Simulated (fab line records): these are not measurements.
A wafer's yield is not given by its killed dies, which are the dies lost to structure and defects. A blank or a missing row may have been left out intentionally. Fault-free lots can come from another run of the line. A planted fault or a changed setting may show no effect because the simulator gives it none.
fab line records	flow sfqLine
record lots=5	wafers=23
route steps=325 shown JJ@189 M5@199 R5@213 I5@233 C5@244 M6@256
startH: start of the lot's first displayed wafer, in hours after the record's first day	waitH: time in hours since the lot's previous step	" identical to the entry in the row above	L1.1+2: one row covering several wafers at once	- no value present, or no start provided	* or withheld: withheld	< > ~ a bound
route shown NAME@n: a module of which the file shows steps, and the number in the route of the first	usual: average and standard deviation across the fault-free wafers	same: alike in all rows	chamber/n: place in a boat	sites: the reading at each site	_std_site: the values' standard deviation	_edge_site: mean of outer sites minus mean of inner sites	radiusMm: for every site, how far away it sits from the centre of the wafer	mask NAME#n: copy n	behind: tool/chamber where the wafer was last shaped	hold: why the lot was held/for how many hours/how that ended	device: the n, p or np transistor that did not switch	end of line: at the end of the route, the tests of the same wafers	a step given without rows: its recipe and nothing more	killed: count of dies lost to structure and defects at first sort (not the wafer's yield)	map: a wafer's dies, x killed, . not, _ none there
set.NAME: the setting the step ran with; set.NAME@STEP: the setting that earlier step ran with	model.NAME: the simulator's own value behind a step, which no gauge read
one table per step and one row per wafer, for lots whose settings were changed on purpose
## steps
# step SFQ_TRILAYER_JJ_CE_LITHO_PEB_117
# recipe pebTempC=115	pebTimeS=60	resist=KrF
lot.wafer	tool	chamber	startH	waitH	set.pebTempC
L075.3+4+5	lithoTrack-04	0	1295.08	0.7	115
L079.1+5	lithoTrack-03	0	1338.03	1.0	112.6
L079.2+4+6	"	0	"	"	115
L080.1+2	lithoTrack-04	0	1341.63	1.0	114
L080.3+4+5	"	0	"	"	115
L081.1+5	lithoTrack-03	0	1350.03	1.0	112.8
L081.2+3+6	"	0	"	"	115
L083.2+3+4+5+6	lithoTrack-02	0	1402.39	0.8	115
# step SFQ_TRILAYER_JJ_CE_LITHO_DEVELOP_116
# recipe timeS=60	resist=KrF
# step SFQ_TRILAYER_JJ_CE_METRO_MEASURE_117
# usual cdNm=699.6/1.4
lot.wafer	tool	chamber	startH	waitH	set.pebTempC@TRILAYER_JJ_CE_LITHO_PEB_117	cdNm
L075.3	cdSem-01	-	1295.76	0.4	115	700.7
L075.4	"	-	"	"	115	701.9
L075.5	"	-	"	"	115	702.1
L079.1	cdSem-01	-	1338.36	0.0	112.6	745.3
L079.2	"	-	"	"	115	698.9
L079.4	"	-	"	"	115	698.2
L079.5	"	-	"	"	112.6	746.1
L079.6	"	-	"	"	115	699.5
L080.1	cdSem-02	-	1341.96	0.0	114	718.4
L080.2	"	-	"	"	114	719.3
L080.3	"	-	"	"	115	698.6
L080.4	"	-	"	"	115	698.9
L080.5	"	-	"	"	115	698.6
L081.1	cdSem-01	-	1350.36	0.0	112.8	741.7
L081.2	"	-	"	"	115	698.5
L081.3	"	-	"	"	115	697.5
L081.5	"	-	"	"	112.8	740.7
L081.6	"	-	"	"	115	698.0
L083.2	cdSem-01	-	1402.90	0.2	115	698.8
L083.3	"	-	"	"	115	698.1
L083.4	"	-	"	"	115	698.3
L083.5	"	-	"	"	115	698.7
L083.6	"	-	"	"	115	697.6
# step SFQ_TRILAYER_JJ_CE_BARC_OPEN_RIE_150
# recipe maskMaterial=PR	chemistry=O2	targetDepthNm=240	target=BARC	icpW=600	biasW=80	pressureMtorr=10	timeS=80
lot.wafer	tool	chamber	startH	waitH	set.pebTempC@TRILAYER_JJ_CE_LITHO_PEB_117	model.JJ.cdNm
L075.3	rieMetal-01	1	1296.59	0.6	115	702.5
L075.4	"	0	"	"	115	700.2
L075.5	"	0	"	"	115	701.3
L079.1	rieMetal-02	1	1339.56	1.0	112.6	743.7
L079.2	"	0	"	"	115	698.2
L079.4	"	0	"	"	115	696.6
L079.5	"	0	"	"	112.6	744.3
L079.6	"	1	"	"	115	697.6
L080.1	rieMetal-01	0	1343.16	1.0	114	717.6
L080.2	"	1	"	"	114	720.5
L080.3	"	0	"	"	115	698.5
L080.4+5	"	1	"	"	115	699.9
L081.1	rieMetal-03	0	1351.56	1.0	112.8	743.1
L081.2	"	1	"	"	115	699.3
L081.3	"	1	"	"	115	698.8
L081.5	"	0	"	"	112.8	743.4
L081.6	"	1	"	"	115	698.7
L083.2	rieMetal-03	0	1403.90	0.8	115	698.9
L083.3	"	0	"	"	115	699.2
L083.4	"	1	"	"	115	697.9
L083.5	"	0	"	"	115	700.1
L083.6	"	1	"	"	115	699.6
# step SFQ_TRILAYER_JJ_CE_ETCH_RIE_118
# recipe target=Nb	stopOn=Al2O3	maskMaterial=PR	taperDeg=13.257	overEtchFrac=0.15	timeS=97.7	chemistry=SF6	targetDepthNm=170	icpW=600	biasW=80	pressureMtorr=10
lot.wafer	tool	chamber	startH	waitH	set.pebTempC@TRILAYER_JJ_CE_LITHO_PEB_117	model.JJ.cdNm
L075.3	rieMetal-01	1	1296.69	0.1	115	702.4
L075.4	"	0	"	"	115	700
L075.5	"	0	"	"	115	700.7
L079.1	rieMetal-02	1	1339.66	0.1	112.6	742.6
L079.2	"	0	"	"	115	698
L079.4	"	0	"	"	115	696.7
L079.5	"	0	"	"	112.6	743.6
L079.6	"	1	"	"	115	696.8
L080.1	rieMetal-01	0	1343.26	0.1	114	716.8
L080.2	"	1	"	"	114	719.7
L080.3	"	0	"	"	115	698.5
L080.4	"	1	"	"	115	699.4
L080.5	"	1	"	"	115	698.9
L081.1	rieMetal-03	0	1351.66	0.1	112.8	743.3
L081.2	"	1	"	"	115	700.8
L081.3	"	1	"	"	115	700.1
L081.5	"	0	"	"	112.8	743.6
L081.6	"	1	"	"	115	700.2
L083.2	rieMetal-03	0	1403.99	0.1	115	698.4
L083.3	"	0	"	"	115	699.1
L083.4	"	1	"	"	115	699.8
L083.5	"	0	"	"	115	700
L083.6	"	1	"	"	115	701.9
# step SFQ_TRILAYER_M5_LITHO_COAT_123
# recipe resist=KrF	spinRpm=3000	resistThkNm=600
lot.wafer	tool	chamber	startH	waitH	set.spinRpm	model.KrF_of_TRILAYER_M5_LITHO_COAT_123.thkNm
L075.3	lithoTrack-03	0	1298.48	0.2	3000	599.2
L075.4	"	0	"	"	3000	599.9
L075.5	"	0	"	"	3000	599.4
L079.1	lithoTrack-03	0	1341.34	0.2	3000	598
L079.2	"	0	"	"	3000	597.8
L079.4	"	0	"	"	2876	611.2
L079.5	"	0	"	"	3000	598.6
L079.6	"	0	"	"	2876	611.6
L080.1	lithoTrack-03	0	1344.94	0.2	2867	612.7
L080.2	"	0	"	"	2867	612.5
L080.3	"	0	"	"	3000	599.4
L080.4	"	0	"	"	2867	613.2
L080.5	"	0	"	"	3000	598.8
L081.1	lithoTrack-03	0	1353.34	0.2	3000	597
L081.2	"	0	"	"	3000	597.9
L081.3	"	0	"	"	3000	598.2
L081.5	"	0	"	"	2895	609.6
L081.6	"	0	"	"	2895	609.3
L083.2	lithoTrack-02	0	1405.73	0.2	3000	598.6
L083.3+4	"	0	"	"	3000	599.5
L083.5	"	0	"	"	3000	596.6
L083.6	"	0	"	"	3000	597.2
# step SFQ_TRILAYER_M5_BARC_OPEN_METAL_ETCH_161
# recipe maskMaterial=PR	chemistry=O2	targetDepthNm=125	target=BARC	icpW=600	biasW=80	pressureMtorr=10	timeS=41.7
lot.wafer	tool	chamber	startH	waitH	set.biasW	set.spinRpm@TRILAYER_M5_LITHO_COAT_123	model.KrF_of_TRILAYER_M5_LITHO_COAT_123.thkNm
L075.3+5	rieMetal-02	1	1300.63	0.0	80	3000	521.6
L075.4	"	0	"	"	80	3000	522.4
L079.1	rieMetal-04	0	1449.83	0.0	80	3000	521.9
L079.2	"	1	"	"	88.81	3000	519
L079.4	"	0	"	"	88.81	2876	533.1
L079.5	"	1	"	"	88.81	3000	520.2
L079.6	"	0	"	"	80	2876	535.7
L080.1	rieMetal-04	0	1454.63	0.0	80	2867	536.7
L080.2	"	1	"	"	88.97	2867	533.4
L080.3	"	0	"	"	80	3000	523.5
L080.4	"	1	"	"	88.97	2867	534.3
L080.5	"	0	"	"	80	3000	522.9
L081.1+2	rieMetal-03	1,0	1460.63	0.0	80	3000	520.3
L081.3	"	0	"	"	86.69	3000	518.9
L081.5	"	1	"	"	86.69	2895	531.4
L081.6	"	0	"	"	80	2895	531.5
L083.2	rieMetal-02	0	1517.23	0.0	73.31	3000	522
L083.3	"	0	"	"	80	3000	521.6
L083.4	"	1	"	"	80	3000	521.3
L083.5	"	1	"	"	73.31	3000	519.9
L083.6	"	0	"	"	73.31	3000	520.6
# step SFQ_TRILAYER_M5_ETCH_METAL_ETCH_126
# recipe target=Nb	stopOn=SiO2	maskMaterial=PR	overEtchFrac=0.15	timeS=203.2	chemistry=Cl2/BCl3	targetDepthNm=265	icpW=600	biasW=80	pressureMtorr=10
lot.wafer	tool	chamber	startH	waitH	set.spinRpm@TRILAYER_M5_LITHO_COAT_123	model.KrF_of_TRILAYER_M5_LITHO_COAT_123.thkNm
L075.3	rieMetal-02	1	1300.73	0.1	3000	367.6
L075.4	"	0	"	"	3000	370.3
L075.5	"	1	"	"	3000	368.5
L079.1	rieMetal-04	0	1449.89	0.0	3000	372.2
L079.2	"	1	"	"	3000	367
L079.4	"	0	"	"	2876	382.9
L079.5	"	1	"	"	3000	367.4
L079.6	"	0	"	"	2876	386.1
L080.1	rieMetal-04	0	1454.69	0.0	2867	387.6
L080.2	"	1	"	"	2867	379.7
L080.3	"	0	"	"	3000	374.5
L080.4	"	1	"	"	2867	381.3
L080.5	"	0	"	"	3000	374.7
L081.1	rieMetal-03	1	1460.69	0.0	3000	370.6
L081.2	"	0	"	"	3000	366.8
L081.3	"	0	"	"	3000	365.1
L081.5	"	1	"	"	2895	382.2
L081.6	"	0	"	"	2895	377.7
L083.2	rieMetal-02	0	1517.29	0.0	3000	365.2
L083.3	"	0	"	"	3000	366.4
L083.4	"	1	"	"	3000	365
L083.5	"	1	"	"	3000	364.8
L083.6	"	0	"	"	3000	363.1
# step SFQ_TRILAYER_R5_DEP_SPUTTER_133
# recipe material=MoNx	basePressurePa=1.33e-06	targetThkNm=40	powerW=1000	timeS=66.7	chamberPressurePa=0.4
lot.wafer	tool	chamber	startH	waitH	set.powerW	model.MoNx_of_TRILAYER_R5_DEP_SPUTTER_133.thkNm
L075.3	pvdSputter-06	-	1306.02	0.0	1000	39.45
L075.4	"	-	"	"	1000	40.02
L075.5	"	-	"	"	1000	40.03
L079.1	pvdSputter-03	-	1455.22	0.0	906.1	36.11
L079.2	"	-	"	"	906.1	36.12
L079.4	"	-	"	"	906.1	35.92
L079.5	"	-	"	"	1000	39.4
L079.6	"	-	"	"	1000	39.99
L080.1	pvdSputter-06	-	1460.02	0.0	1000	39.9
L080.2	"	-	"	"	1000	39.72
L080.3	"	-	"	"	1000	39.89
L080.4	"	-	"	"	1057	42.18
L080.5	"	-	"	"	1057	42.32
L081.1	pvdSputter-03	-	1468.34	0.0	1000	39.85
L081.2	"	-	"	"	1060	41.99
L081.3	"	-	"	"	1000	39.71
L081.5	"	-	"	"	1060	42.06
L081.6	"	-	"	"	1000	39.15
L083.2	pvdSputter-05	-	1522.57	0.0	1000	39.35
L083.3	"	-	"	"	1000	40.1
L083.4	"	-	"	"	1000	39.83
L083.5	"	-	"	"	1000	40.03
L083.6	"	-	"	"	1000	39.81
# step SFQ_TRILAYER_R5_DEP_SPUTTER_134
# recipe material=Ti	basePressurePa=1.33e-06	targetThkNm=5	powerW=2000	timeS=5	chamberPressurePa=0.3903
# step SFQ_R5_RS_MEAS_933
# recipe thkMeasGauge=four-point-probe	reads=Ti_of_TRILAYER_R5_DEP_SPUTTER_134+MoNx_of_TRILAYER_R5_DEP_SPUTTER_133+Ti_of_TRILAYER_R5_DEP_SPUTTER_132
# usual R5_MONX_RS=7.07/0.065
lot.wafer	tool	chamber	startH	waitH	set.powerW@TRILAYER_R5_DEP_SPUTTER_133	R5_MONX_RS[ohm/sq]
L075.3	filmMetro-02	-	1306.13	0.0	1000	7.13
L075.4	"	-	"	"	1000	7.02
L075.5	"	-	"	"	1000	7.02
L079.1	filmMetro-01	-	1455.29	0.0	906.1	7.78
L079.2	"	-	"	"	906.1	7.76
L079.4	"	-	"	"	906.1	7.80
L079.5	"	-	"	"	1000	7.16
L079.6	"	-	"	"	1000	7.07
L080.1	filmMetro-02	-	1460.09	0.0	1000	7.09
L080.2	"	-	"	"	1000	7.08
L080.3	"	-	"	"	1000	7.07
L080.4	"	-	"	"	1057	6.71
L080.5	"	-	"	"	1057	6.70
L081.1	filmMetro-01	-	1468.41	0.0	1000	7.08
L081.2	"	-	"	"	1060	6.74
L081.3	"	-	"	"	1000	7.10
L081.5	"	-	"	"	1060	6.74
L081.6	"	-	"	"	1000	7.19
L083.2	filmMetro-02	-	1522.67	0.0	1000	7.13
L083.3	"	-	"	"	1000	7.01
L083.4	"	-	"	"	1000	7.10
L083.5	"	-	"	"	1000	7.03
L083.6	"	-	"	"	1000	7.07
# step SFQ_R5_THK_MEAS_934
# recipe thkMeasGauge=xrf	reads=MoNx_of_TRILAYER_R5_DEP_SPUTTER_133
# usual R5_MONX_THK=39.5/0.42
lot.wafer	tool	chamber	startH	waitH	set.powerW@TRILAYER_R5_DEP_SPUTTER_133	R5_MONX_THK[nm]
L075.3	filmMetro-02	-	1306.23	0.1	1000	39.0
L075.4	"	-	"	"	1000	39.6
L075.5	"	-	"	"	1000	39.3
L079.1	filmMetro-01	-	1455.41	0.1	906.1	35.7
L079.2	"	-	"	"	906.1	35.6
L079.4	"	-	"	"	906.1	35.5
L079.5	"	-	"	"	1000	39.0
L079.6	"	-	"	"	1000	39.4
L080.1	filmMetro-02	-	1460.21	0.1	1000	39.1
L080.2	"	-	"	"	1000	39.2
L080.3	"	-	"	"	1000	39.4
L080.4	"	-	"	"	1057	41.8
L080.5	"	-	"	"	1057	41.7
L081.1	filmMetro-01	-	1468.53	0.1	1000	39.4
L081.2	"	-	"	"	1060	41.6
L081.3	"	-	"	"	1000	39.3
L081.5	"	-	"	"	1060	41.8
L081.6	"	-	"	"	1000	38.4
L083.2	filmMetro-02	-	1522.78	0.1	1000	38.9
L083.3	"	-	"	"	1000	39.7
L083.4	"	-	"	"	1000	39.2
L083.5	"	-	"	"	1000	39.5
L083.6	"	-	"	"	1000	39.4
# step SFQ_TRILAYER_R5_LITHO_COAT_136
# recipe resist=KrF	spinRpm=3000	resistThkNm=600
lot.wafer	tool	chamber	startH	waitH	set.spinRpm	model.KrF_of_TRILAYER_R5_LITHO_COAT_136.thkNm
L075.3	lithoTrack-04	0	1306.67	0.2	3000	601.5
L075.4	"	0	"	"	3000	602.2
L075.5	"	0	"	"	3000	601.3
L079.1+2	lithoTrack-03	0	1455.77	0.2	3000	-
L079.4	"	0	"	"	3097	-
L079.5	"	0	"	"	3097	588.8
L079.6	"	0	"	"	3097	590
L080.1	lithoTrack-03	0	1460.57	0.2	2904	611.1
L080.2	"	0	"	"	2904	609.3
L080.3	"	0	"	"	3000	600.2
L080.4+5	"	0	"	"	3000	-
L081.1	lithoTrack-01	0	1468.89	0.2	3000	599.5
L081.2	"	0	"	"	3000	-
L081.3	"	0	"	"	3199	581.6
L081.5	"	0	"	"	3199	-
L081.6	"	0	"	"	3199	579.5
L083.2	lithoTrack-03	0	1523.18	0.2	2787	624.1
L083.3	"	0	"	"	2787	622.8
L083.4	"	0	"	"	3000	600.4
L083.5	"	0	"	"	3000	600.9
L083.6	"	0	"	"	3000	602.2
# step SFQ_TRILAYER_I5_LITHO_PEB_147
# recipe pebTempC=115	pebTimeS=60	resist=KrF
lot.wafer	tool	chamber	startH	waitH	set.pebTempC
L075.3+4+5	lithoTrack-04	0	1512.15	0.7	115
L079.1+4+5	lithoTrack-01	0	1573.40	1.0	115
L079.2+6	"	0	"	"	116.5
L080.1+3	lithoTrack-02	0	1584.20	1.0	115
L080.2+4+5	"	0	"	"	116.1
L081.1+5	lithoTrack-04	0	1669.95	1.0	113.8
L081.2+3+6	"	0	"	"	115
L083.2+4+5	lithoTrack-02	0	1697.57	0.8	118.6
L083.3+6	"	0	"	"	115
# step SFQ_TRILAYER_I5_LITHO_DEVELOP_146
# recipe timeS=60	resist=KrF
# step SFQ_TRILAYER_I5_BARC_OPEN_VIA_ETCH_200
# recipe maskMaterial=PR	chemistry=O2	targetDepthNm=125	target=BARC	sourceW=500	biasW=80	pressureMtorr=30	timeS=41.7
lot.wafer	tool	chamber	startH	waitH	set.pebTempC@TRILAYER_I5_LITHO_PEB_147	model.I5.cdNm
L075.3	rieDiel-02	2	1512.43	0.0	115	700.9
L075.4	"	1	"	"	115	698.5
L075.5	"	1	"	"	115	699.8
L079.1	rieDiel-01	2	1573.73	0.0	115	700.4
L079.2	"	1	"	"	116.5	723.2
L079.4	"	1	"	"	115	697.3
L079.5	"	0	"	"	115	695.8
L079.6	"	2	"	"	116.5	725.5
L080.1	rieDiel-02	2	1584.53	0.0	115	701.1
L080.2	"	3	"	"	116.1	717.6
L080.3	"	0	"	"	115	700.3
L080.4	"	2	"	"	116.1	720.3
L080.5	"	0	"	"	116.1	719.3
L081.1	rieDiel-03	0	1670.28	0.0	113.8	677.2
L081.2	"	1	"	"	115	701.1
L081.3	"	2	"	"	115	700.6
L081.5	"	0	"	"	113.8	677.6
L081.6	"	1	"	"	115	700.7
L083.2	rieDiel-02	2	1697.88	0.0	118.6	758
L083.3	"	0	"	"	115	701
L083.4	"	1	"	"	118.6	756.2
L083.5	"	3	"	"	118.6	757
L083.6	"	0	"	"	115	700.5
# step SFQ_TRILAYER_C5_LITHO_PEB_154
# recipe pebTempC=115	pebTimeS=60	resist=KrF
lot.wafer	tool	chamber	startH	waitH	set.pebTimeS
L075.3+4+5	lithoTrack-04	0	1538.92	0.7	60
L079.1+2+4+5+6	lithoTrack-04	0	1596.47	1.0	60
L080.1+2+3	lithoTrack-04	0	1609.62	1.0	53.88
L080.4+5	"	0	"	"	60
L081.1+3	lithoTrack-02	0	1673.20	1.0	66.19
L081.2+5+6	"	0	"	"	60
L083.2+3+6	lithoTrack-03	0	1762.29	0.8	60
L083.4+5	"	0	"	"	66.5
# step SFQ_TRILAYER_C5_LITHO_DEVELOP_153
# recipe timeS=60	resist=KrF
# step SFQ_TRILAYER_C5_BARC_OPEN_VIA_ETCH_210
# recipe maskMaterial=PR	chemistry=O2	targetDepthNm=125	target=BARC	sourceW=500	biasW=80	pressureMtorr=30	timeS=41.7
lot.wafer	tool	chamber	startH	waitH	set.pebTimeS@TRILAYER_C5_LITHO_PEB_154	model.C5.cdNm
L075.3	rieDiel-02	2	1539.21	0.0	60	500.4
L075.4	"	0	"	"	60	500
L075.5	"	2	"	"	60	499.2
L079.1	rieDiel-01	2	1596.81	0.0	60	501.4
L079.2	"	0	"	"	60	499.4
L079.4	"	3	"	"	60	500
L079.5	"	0	"	"	60	501.5
L079.6	"	1	"	"	60	501.2
L080.1	rieDiel-01	1	1609.96	0.0	53.88	483.6
L080.2	"	0	"	"	53.88	485.2
L080.3	"	2	"	"	53.88	484.7
L080.4	"	3	"	"	60	499.7
L080.5	"	3	"	"	60	498.7
L081.1	rieDiel-02	1	1673.53	0.0	66.19	512.6
L081.2	"	2	"	"	60	498.8
L081.3	"	0	"	"	66.19	512.4
L081.5	"	0	"	"	60	500
L081.6	"	3	"	"	60	499.8
L083.2	rieDiel-01	1	1762.60	0.0	60	500.3
L083.3	"	2	"	"	60	500.5
L083.4	"	0	"	"	66.5	515.9
L083.5	"	1	"	"	66.5	515.1
L083.6	"	2	"	"	60	500.9
# step SFQ_TRILAYER_M6_LITHO_COAT_159
# recipe resist=KrF	spinRpm=3000	resistThkNm=600
lot.wafer	tool	chamber	startH	waitH	set.resistThkNm	model.KrF_of_TRILAYER_M6_LITHO_COAT_159.thkNm
L075.3	lithoTrack-02	0	1540.79	0.2	600	598.8
L075.4+5	"	0	"	"	600	599.6
L079.1	lithoTrack-03	0	1598.27	0.2	600	599.3
L079.2	"	0	"	"	600	600.3
L079.4	"	0	"	"	630.7	630.3
L079.5	"	0	"	"	630.7	629.4
L079.6	"	0	"	"	600	600.5
L080.1	lithoTrack-02	0	1611.42	0.2	600	600.3
L080.2	"	0	"	"	600	599.1
L080.3	"	0	"	"	600	600.2
L080.4	"	0	"	"	600	598.5
L080.5	"	0	"	"	600	599.4
L081.1	lithoTrack-02	0	1675.00	0.2	625.6	626.1
L081.2	"	0	"	"	600	602.2
L081.3	"	0	"	"	600	602.9
L081.5	"	0	"	"	600	600.3
L081.6	"	0	"	"	625.6	628.1
L083.2	lithoTrack-02	0	1764.11	0.2	588.2	586.9
L083.3	"	0	"	"	600	600.3
L083.4	"	0	"	"	600	600.1
L083.5	"	0	"	"	588.2	589.3
L083.6	"	0	"	"	600	599.1
# step SFQ_TRILAYER_M6_ETCH_METAL_ETCH_162
# recipe target=Nb	stopOn=SiO2	maskMaterial=PR	chemistry=Cl2/Ar	targetDepthNm=240	icpW=600	biasW=80	pressureMtorr=10	timeS=120
# usual oesProductAu=0.893/0.0075
lot.wafer	tool	chamber	startH	waitH	set.timeS	set.resistThkNm@TRILAYER_M6_LITHO_COAT_159	oesProductAu	model.KrF_of_TRILAYER_M6_LITHO_COAT_159.thkNm
L075.3	rieMetal-02	0	1556.11	0.1	120	600	0.891	379.4
L075.4	"	1	"	"	120	600	0.896	380.3
L075.5	"	1	"	"	120	600	0.901	379.9
L079.1	rieMetal-02	0	1623.22	0.0	120	600	0.896	380.1
L079.2	"	1	"	"	120	600	0.894	381.4
L079.4	"	0	"	"	120	630.7	0.898	410.3
L079.5	"	0	"	"	126.8	630.7	0.889	402.9
L079.6	"	1	"	"	126.8	600	0.879	374.4
L080.1	rieMetal-02	0	1632.88	0.1	120	600	0.891	379.7
L080.2	"	0	"	"	103.8	600	0.975	398.3
L080.3	"	0	"	"	103.8	600	0.956	399
L080.4	"	0	"	"	120	600	0.903	378
L080.5	"	0	"	"	120	600	0.889	379.3
L081.1	rieMetal-02	0	1677.58	0.0	120	625.6	0.900	408.1
L081.2	"	1	"	"	103.6	600	0.971	403.5
L081.3	"	1	"	"	103.6	600	0.977	404.1
L081.5	"	0	"	"	120	600	0.891	381.2
L081.6	"	1	"	"	120	625.6	0.897	409.5
L083.2	rieMetal-03	1	1767.25	0.0	134.1	588.2	0.869	355
L083.3	"	1	"	"	134.1	600	0.873	368.2
L083.4	"	0	"	"	134.1	600	0.876	359.9
L083.5	"	0	"	"	120	588.2	0.877	365.4
L083.6	"	1	"	"	120	600	0.883	382.4
## key
split step=SFQ_TRILAYER_JJ_CE_LITHO_PEB_117	setting=pebTempC	stated=115	by=wafer
response step=SFQ_TRILAYER_JJ_CE_METRO_MEASURE_117	reading=cdNm	change=-22.5	per=1%	r=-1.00
response step=SFQ_TRILAYER_JJ_CE_BARC_OPEN_RIE_150	reading=model.JJ.cdNm	change=-22.7	per=1%	r=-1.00
response step=SFQ_TRILAYER_JJ_CE_ETCH_RIE_118	reading=model.JJ.cdNm	change=-22.2	per=1%	r=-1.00
split step=SFQ_TRILAYER_M5_LITHO_COAT_123	setting=spinRpm	stated=3000	by=wafer
response step=SFQ_TRILAYER_M5_LITHO_COAT_123	reading=model.KrF_of_TRILAYER_M5_LITHO_COAT_123.thkNm	change=-3.2	per=1%	r=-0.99
response step=SFQ_TRILAYER_M5_BARC_OPEN_METAL_ETCH_161	reading=model.KrF_of_TRILAYER_M5_LITHO_COAT_123.thkNm	change=-3.06	per=1%	r=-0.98
response step=SFQ_TRILAYER_M5_ETCH_METAL_ETCH_126	reading=model.KrF_of_TRILAYER_M5_LITHO_COAT_123.thkNm	change=-2.96	per=1%	r=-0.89
split step=SFQ_TRILAYER_M5_BARC_OPEN_METAL_ETCH_161	setting=biasW	stated=80	by=wafer
response none clear
split step=SFQ_TRILAYER_R5_DEP_SPUTTER_133	setting=powerW	stated=1000	by=wafer
response step=SFQ_TRILAYER_R5_DEP_SPUTTER_133	reading=model.MoNx_of_TRILAYER_R5_DEP_SPUTTER_133.thkNm	change=+0.4	per=1%	r=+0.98
response step=SFQ_R5_RS_MEAS_933	reading=R5_MONX_RS	change=-0.0684	per=1%	r=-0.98
response step=SFQ_R5_THK_MEAS_934	reading=R5_MONX_THK	change=+0.408	per=1%	r=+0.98
split step=SFQ_TRILAYER_R5_LITHO_COAT_136	setting=spinRpm	stated=3000	by=wafer
response step=SFQ_TRILAYER_R5_LITHO_COAT_136	reading=model.KrF_of_TRILAYER_R5_LITHO_COAT_136.thkNm	change=-3.05	per=1%	r=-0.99
split step=SFQ_TRILAYER_I5_LITHO_PEB_147	setting=pebTempC	stated=115	by=wafer
response step=SFQ_TRILAYER_I5_BARC_OPEN_VIA_ETCH_200	reading=model.I5.cdNm	change=+18.7	per=1%	r=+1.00
split step=SFQ_TRILAYER_C5_LITHO_PEB_154	setting=pebTimeS	stated=60	by=wafer
response step=SFQ_TRILAYER_C5_BARC_OPEN_VIA_ETCH_210	reading=model.C5.cdNm	change=+1.36	per=1%	r=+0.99
split step=SFQ_TRILAYER_M6_LITHO_COAT_159	setting=resistThkNm	stated=600	by=wafer
response step=SFQ_TRILAYER_M6_LITHO_COAT_159	reading=model.KrF_of_TRILAYER_M6_LITHO_COAT_159.thkNm	change=+5.88	per=1%	r=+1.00
response step=SFQ_TRILAYER_M6_ETCH_METAL_ETCH_162	reading=model.KrF_of_TRILAYER_M6_LITHO_COAT_159.thkNm	slope=+5.89	per=1%	togetherWith=timeS@TRILAYER_M6_ETCH_METAL_ETCH_162	explained=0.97
split step=SFQ_TRILAYER_M6_ETCH_METAL_ETCH_162	setting=timeS	stated=120	by=wafer
response step=SFQ_TRILAYER_M6_ETCH_METAL_ETCH_162	reading=oesProductAu	change=-0.00405	per=1%	r=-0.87
response step=SFQ_TRILAYER_M6_ETCH_METAL_ETCH_162	reading=model.KrF_of_TRILAYER_M6_LITHO_COAT_159.thkNm	slope=-1.42	per=1%	togetherWith=resistThkNm@TRILAYER_M6_LITHO_COAT_159	explained=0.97
